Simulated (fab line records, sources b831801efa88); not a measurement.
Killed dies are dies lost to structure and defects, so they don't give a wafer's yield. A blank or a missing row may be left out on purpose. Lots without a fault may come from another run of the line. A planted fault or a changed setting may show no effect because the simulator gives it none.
fab line records | flow sky130
record lots=7 wafers=21 last_day=50
route steps=708 shown POLY_CUT@317 SD_P@320 RES_XHIGH@332 SD_N@342
lots that met no fault: from a run of the same line without faults
start_h: hours from the record's first day to the start of the lot's first wafer shown | wait_h: hours since the lot's step before | " the same as in the row above | L1.1+2: a row that stands for several wafers | - no value, or no start given | * or withheld: withheld | < > ~ a bound
route shown NAME@n: a module of which the file shows steps, and the number in the route of the first | usual: mean/standard deviation of fault-free wafers | same: alike in all rows | chamber/n: place in a boat | sites: the reading at each site | _std_site: their standard deviation | _edge_site: outer sites' mean less inner sites' | radius_mm: how far each site lies from the wafer's centre | mask NAME#n: copy n | behind: the tool/chamber that last shaped the wafer | hold: why the lot was held/for how many hours/how that ended | device: the transistor (n, p or np) that didn't switch | end of line: the same wafers' tests at the end of the route | a step without rows: its recipe alone | killed: dies lost to structure and defects at the first sort, not the wafer's yield | map: a wafer's dies, x killed, . not, _ none there
set.NAME: the setting as run; set.NAME@STEP: as run at that earlier step | model.NAME: the simulator's own value behind a step, which no gauge read
lots at some steps of the route; a table a step, a row a wafer
services: from which hour (start_h, from the record's first day; less than 0 if before it) a tool's chamber was out of use, for how many hours, and why
## steps
# step SKY_POLY_CUT_ETCH_10
# recipe chemistry=N2/H2 target=BARC ion_energy_ev=200 source_w=500 bias_w=100 pressure_mtorr=30 n2_flow_sccm=100 h2_flow_sccm=200 stop_on=SiO2 time_s=45.9 target_depth_a=600
# usual drypump_motor_current_A=5.7/0.32 oes_product_au=0.854/0.005 throttle_valve_pct=13.226/0.0097
# columns lot.wafer tool chamber start_h wait_h drypump_motor_current_A oes_product_au rf_hours_counter_h throttle_valve_pct
L718.1 rie_diel-02 1 583.38 0.0 6.1 0.861 10 13.215
L718.2 " 3 " " 5.9 0.849 39 13.232
L718.4 " 0 " " 5.8 0.856 2 13.220
L721.2 rie_diel-04 1 604.08 0.0 5.5 0.859 9 13.234
L721.4 " 0 " " 5.3 0.856 8 13.243
L721.6 " 1 " " 5.5 0.855 - 13.239
L732.2 rie_diel-02 2 730.23 0.0 5.9 0.855 22 13.216
L732.4 " 3 " " 5.9 0.862 43 13.217
L732.6 " 1 " " 6.1 0.849 - 13.234
L734.2 rie_diel-01 3 731.04 0.0 6.3 0.854 7 13.224
L734.4 " 1 " " 5.8 0.857 - 13.217
L734.6 " 3 " " 6.3 0.856 - 13.229
L737.1 rie_diel-04 2 738.16 0.0 5.2 0.852 2 13.222
L737.2 " 0 " " 5.3 0.851 12 13.212
L737.6 " 3 " " 5.5 0.856 - 13.245
L736.1 rie_diel-02 3 738.44 0.0 5.9 0.856 43 13.223
L736.3 " 2 " " 5.9 0.856 22 13.224
L736.5 " 0 " " 5.8 0.842 - 13.215
L738.2 rie_diel-04 2 745.96 0.0 5.2 0.859 2 13.239
L738.3 " 0 " " 5.3 0.852 12 13.215
L738.6 " 0 " " 5.3 0.847 - 13.220
# step SKY_POLY_CUT_ETCH_11
# recipe target=Si3N4 chemistry=CF4/CH2F2/Ar stop_on=poly-Si source_w=600 bias_w=150 pressure_mtorr=40 cf4_flow_sccm=40 ch2f2_flow_sccm=20 Ar_flow_sccm=150 time_s=42.5 target_depth_a=600
# usual cf4_flow_sccm=40.01/0.11 ch2f2_flow_sccm=20.00/0.061 drypump_motor_current_A=5.7/0.32 oes_product_au=0.831/0.0059 throttle_valve_pct=14.994/0.0085
# columns lot.wafer tool chamber start_h wait_h cf4_flow_sccm ch2f2_flow_sccm drypump_motor_current_A oes_product_au rf_hours_counter_h throttle_valve_pct
L718.1 rie_diel-02 1 583.42 0.0 39.94 19.97 6.1 0.828 10 14.991
L718.2 " 3 " " 40.06 19.98 5.9 0.845 39 14.978
L718.4 " 0 " " 39.93 20.14 5.8 0.836 2 15.004
L721.2 rie_diel-04 1 604.12 0.0 39.78 19.95 5.5 0.838 10 14.992
L721.4 " 0 " " 39.91 19.88 5.3 0.832 8 14.980
L721.6 " 1 " " 40.02 19.91 5.5 0.835 - 14.989
L732.2 rie_diel-02 2 730.27 0.0 40.11 20.03 5.9 0.836 22 14.997
L732.4 " 3 " " 39.93 20.13 5.9 0.837 43 14.995
L732.6 " 1 " " 40.02 19.96 6.1 0.829 - 14.997
L734.2 rie_diel-01 3 731.08 0.0 39.96 20.07 6.2 0.835 7 14.997
L734.4 " 1 " " 40.08 19.96 5.8 0.830 - 15.003
L734.6 " 3 " " 39.83 19.91 6.2 0.834 - 14.994
L737.1 rie_diel-04 2 738.21 0.0 39.94 19.97 5.2 0.834 2 15.003
L737.2 " 0 " " 39.91 19.92 5.3 0.831 12 14.988
L737.6 " 3 " " 39.91 20.07 5.6 0.828 - 15.000
L736.1 rie_diel-02 3 738.48 0.0 40.04 20.07 5.9 0.824 43 15.009
L736.3 " 2 " " 40.12 20.16 5.9 0.837 22 14.990
L736.5 " 0 " " 40.07 19.97 5.8 0.831 - 14.998
L738.2 rie_diel-04 2 746.01 0.0 40.23 20.02 5.2 0.835 2 15.000
L738.3 " 0 " " 40.00 19.95 5.3 0.835 12 14.979
L738.6 " 0 " " 40.02 20.04 5.3 0.835 - 14.996
# step SKY_POLY_CUT_STRIP_12
# recipe chemistry=O2/N2 power_w=1400 pressure_mtorr=1500 platen_temp_c=withheld o2_flow_sccm=3000 n2_flow_sccm=300 overash_fraction=0.5
# usual drypump_motor_current_A=5.7/0.56 oes_product_au=0.453/0.0044 strip_time_to_endpoint_s=5.362/0.017
# columns lot.wafer tool chamber start_h wait_h drypump_motor_current_A oes_product_au rf_hours_counter_h strip_time_to_endpoint_s
L718.1 plasma_asher-03 1 583.46 0.0 5.3 0.450 42 5.360
L718.2 " 0 " " 6.2 0.461 42 5.370
L718.4 " 0 " " 6.2 0.449 - 5.373
L721.2 plasma_asher-03 1 604.16 0.0 5.4 0.463 44 5.364
L721.4 " 0 " " 6.2 0.454 - 5.352
L721.6 " 1 " " 5.3 0.448 - 5.353
L732.2 plasma_asher-01 1 730.31 0.0 4.8 0.455 103 5.365
L732.4 " 1 " " 4.9 0.453 - 5.380
L732.6 " 1 " " 4.8 0.447 - 5.348
L734.2 plasma_asher-01 1 731.12 0.0 4.8 0.452 103 5.358
L734.4 " 1 " " 4.8 0.448 - 5.384
L734.6 " 1 " " 4.8 0.457 - 5.376
L737.1 plasma_asher-02 0 738.25 0.0 6.3 0.449 94 5.353
L737.2 " 1 " " 5.6 0.453 94 5.371
L737.6 " 1 " " 5.6 0.454 - 5.376
L736.1 plasma_asher-02 1 738.52 0.0 5.6 0.455 94 5.364
L736.3 " 0 " " 6.2 0.452 - 5.354
L736.5 " 0 " " 6.2 0.450 - 5.347
L738.2 plasma_asher-02 0 746.05 0.0 6.3 0.459 95 5.322
L738.3 " 1 " " 5.6 0.451 - 5.335
L738.6 " 0 " " 6.2 0.450 - 5.350
# step SKY_SD_P_DEHYDRATE_00
# recipe temp_c=200 time_s=60
# step SKY_SD_P_HMDS_01
# recipe prime_time_s=60 prime_temp_c=120
# step SKY_SD_P_COAT_02
# recipe resist=NOVOLAK spin_rpm=3000 resist_thk_nm=1140
# step SKY_SD_P_SOFTBAKE_03
# recipe temp_c=90 time_s=60 resist=NOVOLAK
# step SKY_SD_P_EXPOSE_04
# recipe mask_id=PSDM na=0.6 source_shape=conventional sigma_outer=0.6 polarization=unpolarized target_cd_nm=380 dose_mj=138
# step SKY_SD_P_PEB_05
# recipe temp_c=withheld time_s=* resist=NOVOLAK
# step SKY_SD_P_DEVELOP_06
# recipe resist=NOVOLAK developer=TMAH develop_time_s=60 dev_temp_c=23
# step SKY_SD_P_CD_MEAS_07
# recipe target_cd_nm=380
# usual cd_nm=379.7/2.2
# columns lot.wafer tool chamber start_h wait_h cd_nm
L718.1 cd_sem-02 - 612.46 0.1 378.5
L718.2 " - " " 381.5
L718.4 " - " " 383.3
L721.2 cd_sem-02 - 632.99 0.1 377.2
L721.4 " - " " 375.7
L721.6 " - " " 377.2
L732.2 cd_sem-01 - 757.53 0.1 382.9
L732.4 " - " " 379.2
L732.6 " - " " 380.0
L734.2 cd_sem-01 - 757.83 0.1 378.1
L734.4 " - " " 377.7
L734.6 " - " " 379.0
L737.1 cd_sem-02 - 765.12 0.1 377.4
L737.2 " - " " 377.8
L737.6 " - " " 379.6
L736.1 cd_sem-01 - 765.49 0.1 380.8
L736.3 " - " " 382.7
L736.5 " - " " 382.0
L738.2 cd_sem-01 - 772.23 0.1 382.1
L738.3 " - " " 383.2
L738.6 " - " " 380.6
# step SKY_SD_P_OVL_MEAS_08
# usual SD_P_OVL=1.3/1.2
# columns lot.wafer tool chamber start_h wait_h SD_P_OVL[nm]
L718.1 overlay-01 - 612.58 0.1 1.4
L718.2 " - " " 1.6
L718.4 " - " " 0.7
L721.2 overlay-01 - 633.10 0.1 0.0
L721.4 " - " " -0.6
L721.6 " - " " 1.4
L732.2 overlay-02 - 757.63 0.1 3.6
L732.4 " - " " 2.2
L732.6 " - " " 2.1
L734.2 overlay-02 - 757.93 0.1 1.2
L734.4 " - " " -0.3
L734.6 " - " " 0.4
L737.1 overlay-02 - 765.24 0.1 0.9
L737.2 " - " " -0.4
L737.6 " - " " -0.9
L736.1 overlay-01 - 765.61 0.1 0.3
L736.3 " - " " 2.5
L736.5 " - " " 1.5
L738.2 overlay-02 - 772.33 0.1 -0.3
L738.3 " - " " -0.1
L738.6 " - " " 0.8
# step SKY_SD_P_IMPLANT_09
# recipe species=BF2 energy_kev=20 dose_cm2=3e+15 tilt_deg=0
# usual beam_energy_keV=19.999/0.006 beam_on_s=13.3/1.6
# columns lot.wafer tool chamber start_h wait_h beam_energy_keV beam_on_s
L718.1 implanter-01 0 612.61 0.0 19.998 14.5
L718.2 " 0 " " 20.001 14.7
L718.4 " 0 " " 19.990 15.7
L721.2 implanter-01 0 633.15 0.0 19.999 14.4
L721.4 " 0 " " 20.003 14.9
L721.6 " 0 " " 20.008 14.8
L732.2 implanter-04 0 757.69 0.0 20.002 13.1
L732.4 " 0 " " 19.999 13.8
L732.6 " 0 " " 20.004 13.1
L734.2 implanter-03 - 757.99 0.0 - -
L734.4 " - " " - -
L734.6 " - " " - -
L737.1 implanter-03 - 765.28 0.0 - -
L737.2 " - " " - -
L737.6 " - " " - -
L736.1 implanter-01 - 765.65 0.0 - -
L736.3 " - " " - -
L736.5 " - " " - -
L738.2 implanter-01 0 772.39 0.0 19.993 14.9
L738.3 " 0 " " 19.996 15.3
L738.6 " 0 " " 20.002 15.2
# step SKY_SD_P_STRIP_10
# recipe chemistry=O2/N2 power_w=1400 pressure_mtorr=1500 platen_temp_c=withheld o2_flow_sccm=3000 n2_flow_sccm=300 overash_fraction=0.5
# usual drypump_motor_current_A=5.7/0.52 oes_product_au=0.616/0.0043 strip_time_to_endpoint_s=17.48/0.044
# columns lot.wafer tool chamber start_h wait_h drypump_motor_current_A oes_product_au rf_hours_counter_h strip_time_to_endpoint_s
L718.1 plasma_asher-03 1 612.76 0.1 5.3 0.616 45 17.47
L718.2 " 0 " " 6.2 0.620 45 17.46
L718.4 " 1 " " 5.3 0.620 - 17.42
L721.2 plasma_asher-03 0 633.28 0.1 6.2 0.624 47 17.52
L721.4 " 0 " " 6.2 0.617 - 17.50
L721.6 " 0 " " 6.2 0.619 - 17.51
L732.2 plasma_asher-01 0 757.81 0.1 6.3 0.624 1 17.54
L732.4 " 1 " " 4.8 0.610 - 17.50
L732.6 " 1 " " 4.8 0.616 - 17.53
L734.2 plasma_asher-03 1 758.11 0.1 5.3 0.714 60 14.11
L734.4 " 1 " " 5.3 0.709 - 14.10
L734.6 " 0 " " 6.2 0.717 - 14.14
L737.1 plasma_asher-04 1 765.43 0.1 5.4 0.708 34 14.20
L737.2 " 0 " " 6.0 0.710 34 14.12
L737.6 " 1 " " 5.4 0.719 - 14.11
L736.1 plasma_asher-03 0 765.80 0.1 6.2 0.715 61 14.15
L736.3 " 1 " " 5.3 0.717 - 14.19
L736.5 " 1 " " 5.3 0.717 - 14.16
L738.2 plasma_asher-03 0 772.51 0.1 6.2 0.611 61 17.43
L738.3 " 1 " " 5.4 0.613 - 17.41
L738.6 " 1 " " 5.3 0.615 - 17.42
# step SKY_SD_P_TW_MEAS_11
# usual SD_P_TW=2817/20
# columns lot.wafer tool chamber start_h wait_h SD_P_TW
L718.1 film_metro-03 - 612.86 0.1 2797
L718.2 " - " " 2800
L718.4 " - " " 2792
L721.2 film_metro-03 - 633.39 0.1 2791
L721.4 " - " " 2782
L721.6 " - " " 2792
L732.2 film_metro-02 - 757.92 0.1 2822
L732.4 " - " " 2822
L732.6 " - " " 2806
L734.2 film_metro-01 - 758.22 0.1 30
L734.4 " - " " 30
L734.6 " - " " 30
L737.1 film_metro-01 - 765.53 0.1 30
L737.2 " - " " 30
L737.6 " - " " 30
L736.1 film_metro-03 - 765.90 0.1 30
L736.3 " - " " 30
L736.5 " - " " 30
L738.2 film_metro-01 - 772.62 0.1 2848
L738.3 " - " " 2844
L738.6 " - " " 2860
# step SKY_RES_XHIGH_DEHYDRATE_00
# recipe temp_c=200 time_s=60
# step SKY_RES_XHIGH_HMDS_01
# recipe prime_time_s=60 prime_temp_c=120
# step SKY_RES_XHIGH_COAT_02
# recipe resist=NOVOLAK spin_rpm=3000 resist_thk_nm=1140
# step SKY_RES_XHIGH_SOFTBAKE_03
# recipe temp_c=90 time_s=60 resist=NOVOLAK
# step SKY_RES_XHIGH_EXPOSE_04
# recipe mask_id=URPM na=0.6 source_shape=conventional sigma_outer=0.6 polarization=unpolarized target_cd_nm=1270 dose_mj=140
# step SKY_RES_XHIGH_PEB_05
# recipe temp_c=withheld time_s=* resist=NOVOLAK
# step SKY_RES_XHIGH_DEVELOP_06
# recipe resist=NOVOLAK developer=TMAH develop_time_s=60 dev_temp_c=23
# step SKY_RES_XHIGH_IMPLANT_07
# recipe species=BF2 energy_kev=20 dose_cm2=3.6e+14 tilt_deg=0
# step SKY_RES_XHIGH_STRIP_08
# recipe chemistry=O2/N2 power_w=1400 pressure_mtorr=1500 platen_temp_c=withheld o2_flow_sccm=3000 n2_flow_sccm=300 overash_fraction=0.5
# usual drypump_motor_current_A=5.8/0.46 oes_product_au=0.711/0.0048 strip_time_to_endpoint_s=14.27/0.044
# columns lot.wafer tool chamber start_h wait_h drypump_motor_current_A oes_product_au rf_hours_counter_h strip_time_to_endpoint_s
L718.1 plasma_asher-02 0 641.64 0.1 6.2 0.712 84 14.25
L718.2 " 1 " " 5.6 0.697 84 14.24
L718.4 " 0 " " 6.2 0.706 - 14.24
L721.2 plasma_asher-04 1 661.62 0.1 5.3 0.721 25 14.27
L721.4 " 1 " " 5.3 0.715 - 14.25
L721.6 " 1 " " 5.4 0.710 - 14.20
L732.2 plasma_asher-02 0 784.42 0.1 6.2 0.711 98 14.33
L732.4 " 0 " " 6.2 0.696 - 14.34
L732.6 " 1 " " 5.6 0.708 - 14.38
L734.2 plasma_asher-02 0 784.89 0.1 6.2 0.703 99 14.26
L734.4 " 1 " " 5.6 0.709 - 14.26
L734.6 " 0 " " 6.2 0.707 - 14.29
L737.1 plasma_asher-01 1 791.49 0.1 4.8 0.712 4 14.29
L737.2 " 0 " " 6.3 0.702 4 14.26
L737.6 " 1 " " 4.8 0.712 - 14.30
L736.1 plasma_asher-04 1 791.97 0.1 5.3 0.706 37 14.27
L736.3 " 0 " " 6.0 0.723 - 14.24
L736.5 " 1 " " 5.3 0.703 - 14.26
L738.2 plasma_asher-02 0 798.99 0.1 6.2 0.707 100 14.30
L738.3 " 0 " " 6.2 0.711 - 14.27
L738.6 " 1 " " 5.6 0.708 - 14.34
# step SKY_RES_XHIGH_TW_MEAS_09
# usual RES_XHIGH_TW=1632/12
# columns lot.wafer tool chamber start_h wait_h RES_XHIGH_TW
L718.1 film_metro-02 - 641.74 0.1 1639
L718.2 " - " " 1642
L718.4 " - " " 1643
L721.2 film_metro-01 - 661.73 0.1 1655
L721.4 " - " " 1652
L721.6 " - " " 1661
L732.2 film_metro-02 - 784.53 0.1 1637
L732.4 " - " " 1624
L732.6 " - " " 1632
L734.2 film_metro-03 - 785.00 0.1 1633
L734.4 " - " " 1631
L734.6 " - " " 1627
L737.1 film_metro-03 - 791.59 0.1 1624
L737.2 " - " " 1630
L737.6 " - " " 1631
L736.1 film_metro-01 - 792.07 0.1 1633
L736.3 " - " " 1627
L736.5 " - " " 1627
L738.2 film_metro-03 - 799.10 0.1 1632
L738.3 " - " " 1627
L738.6 " - " " 1629
# step SKY_SD_N_DEHYDRATE_00
# recipe temp_c=200 time_s=60
# step SKY_SD_N_HMDS_01
# recipe prime_time_s=60 prime_temp_c=120
# step SKY_SD_N_COAT_02
# recipe resist=NOVOLAK spin_rpm=3000 resist_thk_nm=1140
# step SKY_SD_N_SOFTBAKE_03
# recipe temp_c=90 time_s=60 resist=NOVOLAK
# step SKY_SD_N_EXPOSE_04
# recipe mask_id=NSDM na=0.6 source_shape=conventional sigma_outer=0.6 polarization=unpolarized target_cd_nm=380 dose_mj=141
# step SKY_SD_N_PEB_05
# recipe temp_c=withheld time_s=* resist=NOVOLAK
# step SKY_SD_N_DEVELOP_06
# recipe resist=NOVOLAK developer=TMAH develop_time_s=60 dev_temp_c=23
# step SKY_SD_N_CD_MEAS_07
# recipe target_cd_nm=380
# usual cd_nm=379.6/2.1
# columns lot.wafer tool chamber start_h wait_h cd_nm
L718.1 cd_sem-01 - 670.24 0.1 383.3
L718.2 " - " " 382.8
L718.4 " - " " 382.5
L721.2 cd_sem-01 - 689.96 0.1 381.7
L721.4 " - " " 380.4
L721.6 " - " " 382.4
L732.2 cd_sem-01 - 810.56 0.1 379.2
L732.4 " - " " 378.2
L732.6 " - " " 380.2
L734.2 cd_sem-01 - 811.28 0.1 376.9
L734.4 " - " " 376.5
L734.6 " - " " 376.2
L737.1 cd_sem-02 - 817.24 0.1 381.4
L737.2 " - " " 381.3
L737.6 " - " " 380.3
L736.1 cd_sem-01 - 817.56 0.1 378.1
L736.3 " - " " 380.1
L736.5 " - " " 377.9
L738.2 cd_sem-01 - 824.93 0.1 382.9
L738.3 " - " " 381.3
L738.6 " - " " 383.0
# step SKY_SD_N_OVL_MEAS_08
# usual SD_N_OVL=0.4/1.2
# columns lot.wafer tool chamber start_h wait_h SD_N_OVL[nm]
L718.1 overlay-02 - 670.36 0.1 0.4
L718.2 " - " " 0.9
L718.4 " - " " 0.8
L721.2 overlay-02 - 690.06 0.1 -1.2
L721.4 " - " " 0.4
L721.6 " - " " -1.8
L732.2 overlay-01 - 810.66 0.1 0.2
L732.4 " - " " -1.2
L732.6 " - " " -0.4
L734.2 overlay-01 - 811.38 0.1 1.0
L734.4 " - " " -0.3
L734.6 " - " " 1.2
L737.1 overlay-01 - 817.36 0.1 1.8
L737.2 " - " " 2.3
L737.6 " - " " 2.5
L736.1 overlay-01 - 817.68 0.1 0.2
L736.3 " - " " -0.3
L736.5 " - " " -1.0
L738.2 overlay-02 - 825.04 0.1 3.1
L738.3 " - " " 1.8
L738.6 " - " " 1.9
# step SKY_SD_N_IMPLANT_09
# recipe species=As energy_kev=50 dose_cm2=4e+15 tilt_deg=0
# step SKY_SD_N_IMPLANT_10
# recipe species=P energy_kev=20 dose_cm2=1e+14 tilt_deg=0
# step SKY_SD_N_STRIP_11
# recipe chemistry=O2/N2 power_w=1400 pressure_mtorr=1500 platen_temp_c=withheld o2_flow_sccm=3000 n2_flow_sccm=300 overash_fraction=0.5
# usual drypump_motor_current_A=5.8/0.37 oes_product_au=0.527/0.0044 strip_time_to_endpoint_s=22.56/0.042
# columns lot.wafer tool chamber start_h wait_h drypump_motor_current_A oes_product_au rf_hours_counter_h strip_time_to_endpoint_s
L718.1 plasma_asher-04 1 670.69 0.1 5.4 0.536 25 22.57
L718.2 " 0 " " 6.0 0.525 25 22.52
L718.4 " 1 " " 5.4 0.533 - 22.58
L721.2 plasma_asher-02 1 690.39 0.1 5.6 0.535 89 22.52
L721.4 " 1 " " 5.6 0.527 - 22.53
L721.6 " 1 " " 5.6 0.530 - 22.51
L732.2 plasma_asher-02 1 810.99 0.1 5.6 0.526 101 22.60
L732.4 " 1 " " 5.6 0.523 - 22.56
L732.6 " 1 " " 5.6 0.532 - 22.58
L734.2 plasma_asher-03 0 811.71 0.1 6.2 0.530 65 22.60
L734.4 " 0 " " 6.2 0.520 - 22.54
L734.6 " 1 " " 5.3 0.533 - 22.58
L737.1 plasma_asher-04 0 817.70 0.1 6.0 0.519 39 22.59
L737.2 " 1 " " 5.3 0.523 39 22.65
L737.6 " 0 " " 6.0 0.530 - 22.63
L736.1 plasma_asher-03 0 818.01 0.1 6.2 0.524 66 22.50
L736.3 " 0 " " 6.2 0.532 - 22.55
L736.5 " 1 " " 5.4 0.529 - 22.49
L738.2 plasma_asher-03 1 825.37 0.1 5.3 0.534 66 22.64
L738.3 " 1 " " 5.3 0.523 - 22.65
L738.6 " 1 " " 5.3 0.529 - 22.65
# step SKY_SD_N_TW_MEAS_12
# usual SD_N_TW=3976/32
# columns lot.wafer tool chamber start_h wait_h SD_N_TW
L718.1 film_metro-03 - 670.79 0.1 3949
L718.2 " - " " 3948
L718.4 " - " " 3950
L721.2 film_metro-01 - 690.50 0.1 3984
L721.4 " - " " 4009
L721.6 " - " " 3975
L732.2 film_metro-03 - 811.10 0.1 3943
L732.4 " - " " 3964
L732.6 " - " " 3959
L734.2 film_metro-01 - 811.82 0.1 3962
L734.4 " - " " 3978
L734.6 " - " " 3971
L737.1 film_metro-03 - 817.80 0.1 3978
L737.2 " - " " 3949
L737.6 " - " " 3966
L736.1 film_metro-03 - 818.11 0.1 3973
L736.3 " - " " 3956
L736.5 " - " " 3944
L738.2 film_metro-02 - 825.48 0.1 3956
L738.3 " - " " 3922
L738.6 " - " " 3923
# step SKY_SD_N_CLEAN_13
# recipe chemistry=SC1/SC2 mix=1:4:20 temp_c=70 time_s=150 dry=n2_spin
# step SKY_SD_N_RTA_14
# recipe temp_c=1075 time_s=2 idle_temp_c=650 ramp_up_c_per_s=150 ramp_down_c_per_s=90 ambient=N2
# step SKY_SD_N_RS_MEAS_16
# recipe thk_meas_gauge=four-point-probe
# usual SD_N_RS=68.57/0.11
# columns lot.wafer tool chamber start_h wait_h SD_N_RS[ohm/sq]
L718.1 film_metro-02 - 671.13 0.1 68.52
L718.2 " - " " 68.44
L718.4 " - " " 68.51
L721.2 film_metro-02 - 690.79 0.1 68.65
L721.4 " - " " 68.79
L721.6 " - " " 68.62
L732.2 film_metro-01 - 811.40 0.1 68.64
L732.4 " - " " 68.65
L732.6 " - " " 68.50
L734.2 film_metro-03 - 812.18 0.1 68.52
L734.4 " - " " 68.72
L734.6 " - " " 68.71
L737.1 film_metro-02 - 818.08 0.1 68.41
L737.2 " - " " 68.58
L737.6 " - " " 68.66
L736.1 film_metro-03 - 818.46 0.1 68.61
L736.3 " - " " 68.29
L736.5 " - " " 68.60
L738.2 film_metro-03 - 825.77 0.1 68.31
L738.3 " - " " 68.36
L738.6 " - " " 68.57
# step SKY_SD_N_RS_MEAS_17
# recipe thk_meas_gauge=four-point-probe
# usual SD_P_RS=147.2/0.37
# columns lot.wafer tool chamber start_h wait_h SD_P_RS[ohm/sq]
L718.1 film_metro-02 - 671.25 0.1 146.9
L718.2 " - " " 146.6
L718.4 " - " " 146.7
L721.2 film_metro-02 - 690.91 0.1 147.8
L721.4 " - " " 147.6
L721.6 " - " " 147.3
L732.2 film_metro-01 - 811.52 0.1 147.3
L732.4 " - " " 147.3
L732.6 " - " " 146.9
L734.2 film_metro-03 - 812.30 0.1 133.0
L734.4 " - " " 132.9
L734.6 " - " " 132.8
L737.1 film_metro-02 - 818.20 0.1 132.9
L737.2 " - " " 133.0
L737.6 " - " " 132.7
L736.1 film_metro-03 - 818.58 0.1 132.9
L736.3 " - " " 133.0
L736.5 " - " " 132.8
L738.2 film_metro-03 - 825.89 0.1 146.8
L738.3 " - " " 146.5
L738.6 " - " " 147.0
## services
# columns tool chamber start_h hours kind
rie_diel-02 3 562.96 1.9 repair
implanter-03 - 568.00 2.2 repair
plasma_asher-01 - 580.32 5.3 repair
implanter-03 - 588.62 2.9 repair
plasma_asher-03 - 596.63 2.4 repair
rie_diel-02 - 613.45 2.5 repair
plasma_asher-01 - 614.11 7.3 repair
rie_diel-02 0 616.08 2.1 repair
plasma_asher-04 - 616.78 2.7 repair
plasma_asher-02 - 618.78 1.1 repair
rie_diel-04 2 620.16 14.2 repair
implanter-01 - 622.19 3.4 repair
rie_diel-04 1 638.91 1.6 repair
rie_diel-02 2 644.99 19.2 repair
implanter-03 - 645.92 3.8 pm
rie_diel-04 1 669.46 3.3 repair
plasma_asher-04 - 674.46 8.6 repair
plasma_asher-01 - 733.75 9.0 pm
rie_diel-02 1 735.35 2.2 repair
plasma_asher-01 - 746.86 4.0 repair
rie_diel-04 - 764.06 4.3 repair
plasma_asher-02 - 781.52 1.0 repair
implanter-01 - 787.07 1.3 repair
plasma_asher-03 - 790.02 0.8 repair
## key
first_sign step=SKY_SD_P_IMPLANT_09 reading=tool_record direction=missing
effect step=SKY_SD_P_STRIP_10 reading=strip_time_to_endpoint_s direction=down sigmas=76 usual=* struck=*
effect step=SKY_SD_P_TW_MEAS_11 reading=SD_P_TW direction=down sigmas=99+ usual=2817 struck=30
effect step=SKY_SD_N_RS_MEAS_17 reading=SD_P_RS direction=down sigmas=39 usual=147.2 struck=132.9
met_at SKY_SD_P_IMPLANT_09
struck_wafers L734.2,L734.4,L734.6,L736.1,L736.3,L736.5,L737.1,L737.2,L737.6
later_rows_left_out L734.2,L734.4,L734.6,L736.1,L736.3,L736.5,L737.1,L737.2,L737.6
sort_left_out L734.2,L734.4,L734.6,L736.1,L736.3,L736.5,L737.1,L737.2,L737.6
tester_left_out L734,L736,L737
onset_between 633.15 757.99
fault kind=skipped_step_whole tool=implanter-01,implanter-03 chamber=- onset_h=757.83 steps=SKY_SD_P_IMPLANT_09 scope=struck_lots_only
# tester_left_out: of these lots the tester's yield and bins aren't shown, on N5 and GAA mostly nor the transistor test; their killed dies are dies lost to structure and defects alone, not to doping, threshold or leakage, so they don't give the yield
# sort_left_out: the simulated sort isn't trusted on such a fault, so these wafers' sort isn't shown, and their yield isn't known
# later_rows_left_out: the simulator's readings of these wafers behind a module that went badly wrong aren't trusted and aren't shown, but for the sort
